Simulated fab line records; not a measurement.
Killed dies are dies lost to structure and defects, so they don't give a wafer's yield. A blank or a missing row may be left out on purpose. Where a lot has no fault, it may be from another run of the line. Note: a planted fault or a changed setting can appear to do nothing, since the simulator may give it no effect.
Which tool is to blame?	flow gf180mcu	13 lots, 39 wafers sampled, at 5 steps of a route of 602

## WHAT THE GAUGES READ, wafer by wafer
GF_VT_IMPLANT_OVL_MEAS_07.
lot	measured	on	VT_IMPLANT_OVL (nm)
L844	day 5 14:52	overlay-02	0.5 1.2 0.4
L846	day 6 02:14	overlay-02	2.2 0.4 1.7
L847	day 6 08:25	overlay-02	-1.2 1.0 -1.2
L848	day 6 15:14	overlay-02	0.7 0.4 0.1
L849	day 6 22:02	overlay-02	-1.1 -0.8 -0.9
L851	day 7 11:22	overlay-01	2.5 1.7 2.6
L856	day 8 17:40	overlay-01	2.6 2.5 1.5
L862	day 10 05:23	overlay-01	0.7 0.2 0.9
L863	day 10 13:07	overlay-01	3.6 1.2 2.9
L864	day 10 17:26	overlay-01	-1.1 -0.4 -0.3
L865	day 10 22:26	overlay-01	-0.3 1.1 -1.1
L866	day 11 05:29	overlay-01	0.1 -0.5 0.6
L867	day 11 12:14	overlay-01	-1.8 -0.5 -0.8

GF_POLY_GATE_THK_MEAS_01.
lot	measured	on	POLY_GATE_CVD_00_THK (nm)
L844	day 8 12:13	filmMetro-01	201.2 200.9 202.7
L846	day 9 00:00	filmMetro-03	201.1 202.2 200.5
L847	day 9 07:37	filmMetro-02	201.9 202.3 202.0
L848	day 9 14:17	filmMetro-03	203.8 204.6 203.1
L849	day 9 21:55	filmMetro-03	200.2 198.9 199.1
L851	day 10 17:26	filmMetro-01	202.7 201.8 199.4
L856	day 12 03:28	filmMetro-01	209.2 209.0 208.1
L862	day 13 15:56	filmMetro-03	201.4 202.0 200.9
L863	day 14 06:19	filmMetro-02	199.6 200.3 199.2
L864	day 14 06:19	filmMetro-01	198.5 197.6 199.4
L865	day 14 11:10	filmMetro-01	199.8 200.1 201.3
L866	day 14 18:11	filmMetro-03	199.9 199.3 201.4
L867	day 15 03:02	filmMetro-01	201.9 202.9 201.5

GF_POLY_GATE_CD_MEAS_18.
lot	measured	on	cdNm (nm)
L844	day 9 07:19	cdSem-01	280.9 282.1 280.7
L846	day 9 19:06	cdSem-01	283.9 282.3 280.5
L847	day 10 05:45	cdSem-01	282.5 283.2 282.4
L848	day 10 12:46	cdSem-02	282.9 279.3 281.4
L849	day 10 22:19	cdSem-01	277.0 277.9 278.5
L851	day 11 16:13	cdSem-01	280.0 280.1 278.3
L856	day 13 03:01	cdSem-01	279.9 279.9 280.3
L862	day 14 13:58	cdSem-01	276.9 278.7 276.5
L863	day 15 04:18	cdSem-02	281.0 281.3 279.4
L864	day 15 03:59	cdSem-01	277.7 280.9 278.4
L865	day 15 10:56	cdSem-01	281.0 278.3 283.3
L866	day 15 17:30	cdSem-01	279.0 279.8 276.6
L867	day 16 02:52	cdSem-01	277.8 279.2 278.7

## TOOL THAT RAN EACH LOT (tool first, then ch and the chambers of the sampled wafers, then the start)
lot	GF_POLY_GATE_CVD_00	GF_POLY_GATE_STRIP_14
L844	lpcvd-02 ch 0, day 8 10:13	plasmaAsher-01 ch 0,1, day 9 05:23
L846	lpcvd-01 ch 1, day 8 22:40	plasmaAsher-01 ch 0,1, day 9 17:03
L847	lpcvd-01 ch 0, day 9 06:17	plasmaAsher-03 ch 0,1, day 10 01:00
L848	lpcvd-01 ch 0, day 9 12:57	plasmaAsher-03 ch 0,1, day 10 07:29
L849	lpcvd-01 ch 0, day 9 20:34	plasmaAsher-01 ch 0, day 10 14:59
L851	lpcvd-02 ch 0, day 10 16:07	plasmaAsher-01 ch 0,1, day 11 10:00
L856	lpcvd-01 ch 0, day 12 02:08	plasmaAsher-02 ch 0, day 12 22:12
L862	lpcvd-02 ch 0, day 13 13:55	plasmaAsher-01 ch 0,1, day 14 12:01
L863	lpcvd-02 ch 1, day 14 04:19	plasmaAsher-02 ch 0,1, day 15 02:35
L864	lpcvd-02 ch 0, day 14 04:19	plasmaAsher-03 ch 0,1, day 15 02:32
L865	lpcvd-01 ch 0, day 14 09:08	plasmaAsher-02 ch 0,1, day 15 08:43
L866	lpcvd-02 ch 0, day 14 16:50	plasmaAsher-03 ch 0,1, day 15 16:01
L867	lpcvd-02 ch 0, day 15 01:41	plasmaAsher-01 ch 1, day 16 01:23
- GF_POLY_GATE_CVD_00: deposits poly-Si, target thk 200 nm, time 1200 s.
- GF_POLY_GATE_STRIP_14: strips in O2/N2.

## AS READ BY THE TOOLS THEMSELVES (means over the sampled wafers that have a number; for cases with no such wafer, the mark the record gives instead)
GF_POLY_GATE_CVD_00.
lot	tool	spikeTcCentreC (C)	zonePowerCentrePct (%)
L844	lpcvd-02	621.8	8.7
L846	lpcvd-01	619.8	10.4
L847	lpcvd-01	619.1	9.4
L848	lpcvd-01	619.7	9.4
L849	lpcvd-01	619.5	9.4
L851	lpcvd-02	622.2	8.7
L856	lpcvd-01	619.7	9.4
L862	lpcvd-02	622.4	8.7
L863	lpcvd-02	622.4	8.3
L864	lpcvd-02	622.0	8.7
L865	lpcvd-01	619.9	9.4
L866	lpcvd-02	622.3	8.7
L867	lpcvd-02	622.7	8.7

GF_POLY_GATE_STRIP_14.
lot	tool	drypumpMotorCurrentA (A)	heaterPowerW (W)	oesProductAu (a.u.)
L844	plasmaAsher-01	5.65	314	0.506
L846	plasmaAsher-01	5.48	339	0.503
L847	plasmaAsher-03	5.34	349	0.506
L848	plasmaAsher-03	5.33	337	0.502
L849	plasmaAsher-01	5.29	363	0.508
L851	plasmaAsher-01	5.45	338	0.506
L856	plasmaAsher-02	5.46	348	0.507
L862	plasmaAsher-01	5.66	313	0.510
L863	plasmaAsher-02	5.39	322	0.503
L864	plasmaAsher-03	5.33	344	0.503
L865	plasmaAsher-02	5.36	325	0.507
L866	plasmaAsher-03	5.34	346	0.504
L867	plasmaAsher-01	5.82	292	0.502

## THE ANSWER, worked out from the rows above alone
Rule: what is usual is taken from the lots themselves. Put in order of their means at a reading, lots are off if they are a third of the lots or fewer, leave a main group of 4 or more, and stand apart from it by a gap of 3 or more times the standard deviation of the main group's means; of several such gaps the widest counts. If all means in a main group match to the digits the tables above print for the reading, that group is not used. A lot without any number at a reading at which 4 lots or more have one is off too. Any other lot the step has rows for is counted as sound. First the gauges in route order, then the tools' own readings, where a lot's mean is used as printed above. At the first step where some lot is off, the reading lying furthest off is the one used; lots without a number count as furthest.
Off: at GF_POLY_GATE_THK_MEAS_01 (POLY_GATE_CVD_00_THK), L856. The main group has a mean of 201.0 nm with a standard deviation of 1.4.
If a tool, at a process step before that reading, ran all the lots that are off and no sound lot after the first of them, it fits. Those tools and the gauges at GF_POLY_GATE_THK_MEAS_01 are tried in the same way. Not one of the candidates tried fits.

## WHAT HAD BEEN PUT IN BY THE SIMULATOR
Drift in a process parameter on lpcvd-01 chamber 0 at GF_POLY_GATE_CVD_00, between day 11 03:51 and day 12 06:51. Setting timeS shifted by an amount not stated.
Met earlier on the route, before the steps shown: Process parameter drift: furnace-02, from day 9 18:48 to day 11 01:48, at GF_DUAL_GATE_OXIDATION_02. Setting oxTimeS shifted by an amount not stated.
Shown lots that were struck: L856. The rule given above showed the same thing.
